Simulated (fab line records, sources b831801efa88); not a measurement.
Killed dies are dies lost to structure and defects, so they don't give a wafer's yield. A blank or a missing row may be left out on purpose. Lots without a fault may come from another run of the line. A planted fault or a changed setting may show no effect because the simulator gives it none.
One fault seen from 2 desks | flow sky130 | each desk has only its own numbers; what lay behind them comes last

THE TOOL OWNER'S DESK: rie_si-01
The tool's own readings at SKY_POLY_GATE_ETCH_17 (etches poly-Si in HBr/Cl2, stops on SiO2, target depth 180 nm, time 70.5 s): means of the sampled wafers that have a number, for each lot that ran on this tool. A lot is out of limits, marked OUT, if its mean lies more than 4 standard deviations from the usual mean; the brackets give that distance.
Columns: A = drypump_motor_current_A at SKY_POLY_GATE_ETCH_17, usual 5.9 A; B = oes_product_au at SKY_POLY_GATE_ETCH_17, usual 0.987 a.u.; C = throttle_valve_pct at SKY_POLY_GATE_ETCH_17, usual 33.684 %
lot  | first seen here | A   | B     | C
L319 | day 17 18:18    | 5.8 | 0.988 | 33.688
L325 | day 20 03:13    | 6.0 | 0.995 | 33.678
L329 | day 21 14:56    | 5.3 | 0.987 | 33.690
L331 | day 22 06:51    | 5.1 | 0.982 | 33.683
L333 | day 22 17:56    | 5.4 | 0.989 | 33.674
This desk's finding: nothing out of limits on any of the 5 lots.

THE METROLOGY DESK
What the gauges read, lot by lot, whatever tool the lot ran on: means of the sampled wafers that have a number. A lot is out of limits, marked OUT, if its mean lies more than 4 standard deviations from the usual mean; the brackets give that distance.
Columns: A = LDD_N_OVL at SKY_LDD_N_OVL_MEAS_07, usual 0.0 nm
lot  | first seen here | A
L318 | day 18 16:16    | -0.9
L319 | day 19 03:34    | -1.2
L322 | day 20 08:10    | -2.0
L323 | day 20 18:04    | 0.5
L325 | day 21 11:43    | 1.3
L326 | day 21 22:52    | -0.2
L329 | day 22 22:01    | 0.7
L330 | day 23 11:46    | -0.7
L331 | day 23 13:52    | 1.0
L333 | day 24 01:31    | -0.6
L338 | day 25 23:31    | 1.8
This desk's finding: nothing out of limits on any of the 11 lots.

PUT TOGETHER
The tool owner's desk saw nothing out of limits.
The metrology desk saw nothing out of limits.

WHAT THE SIMULATOR HAD PUT IN
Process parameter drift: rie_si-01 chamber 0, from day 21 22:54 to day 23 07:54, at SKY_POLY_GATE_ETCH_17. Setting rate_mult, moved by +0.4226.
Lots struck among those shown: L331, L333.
